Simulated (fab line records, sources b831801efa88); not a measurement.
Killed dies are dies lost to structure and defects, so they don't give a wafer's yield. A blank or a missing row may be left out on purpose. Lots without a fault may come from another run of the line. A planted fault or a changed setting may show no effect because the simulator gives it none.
Which tool did it? | flow sky130 | 7 lots, 20 wafers sampled, at 2 steps of a route of 708

WHAT THE GAUGES READ, wafer by wafer
SKY_DNWELL_TW_MEAS_09.
lot  | measured    | on            | DNWELL_TW
L298 | day 3 09:28 | film_metro-02 | 1112 1112 1111
L301 | day 4 03:09 | film_metro-03 | 1142 1137 1134
L303 | day 4 12:41 | film_metro-03 | 1130 1129 1129
L305 | day 5 01:05 | film_metro-02 | 1107 1105 1106
L308 | day 5 14:27 | film_metro-01 | 514 1130 1122
L311 | day 6 11:01 | film_metro-02 | 514 1102
L318 | day 8 02:31 | film_metro-03 | 1147 1142 1139

WHICH TOOL RAN EACH LOT (tool, then ch and the chambers of the sampled wafers, then the start)
lot  | SKY_DNWELL_DEVELOP_06
L298 | litho_track-02 ch 0, day 3 09:00
L301 | litho_track-02 ch 0, day 4 02:00
L303 | litho_track-04 ch 0, day 4 12:00
L305 | litho_track-02 ch 0, day 5 00:00
L308 | litho_track-02 ch 0, day 5 14:00
L311 | litho_track-02 ch 0, day 6 10:00
L318 | litho_track-03 ch 0, day 8 02:00
- SKY_DNWELL_DEVELOP_06: develop time 60 s.

THE ANSWER, worked out from the rows above alone
Rule: what is usual is taken from the lots themselves. Put in order of their means at a reading, lots are off if they are a third of the lots or fewer, leave a main group of 4 or more, and stand apart from it by a gap of 3 or more times the standard deviation of the main group's means; of several such gaps the widest counts. A main group whose means are all the same, to the digits that the tables above print for the reading, isn't used. A lot without any number at a reading at which 4 lots or more have one is off too. The other lots that the step has rows for count as sound.
Off: L308, L311, at SKY_DNWELL_TW_MEAS_09 (DNWELL_TW). The main group: mean 1125, standard deviation 14.
A tool fits if, at a process step before that reading, it ran every lot that is off, and no sound lot after the first of them. The gauges at SKY_DNWELL_TW_MEAS_09 are tried like those tools. One fits: litho_track-02 at SKY_DNWELL_DEVELOP_06. Its last sound lot is L305 (day 5 00:00), its first lot that is off L308 (day 5 14:00): a fault that began between those two fits.

WHAT THE SIMULATOR HAD PUT IN
Process parameter drift: litho_track-02, from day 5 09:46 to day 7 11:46, at SKY_DNWELL_DEVELOP_06. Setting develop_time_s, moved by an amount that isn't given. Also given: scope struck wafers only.
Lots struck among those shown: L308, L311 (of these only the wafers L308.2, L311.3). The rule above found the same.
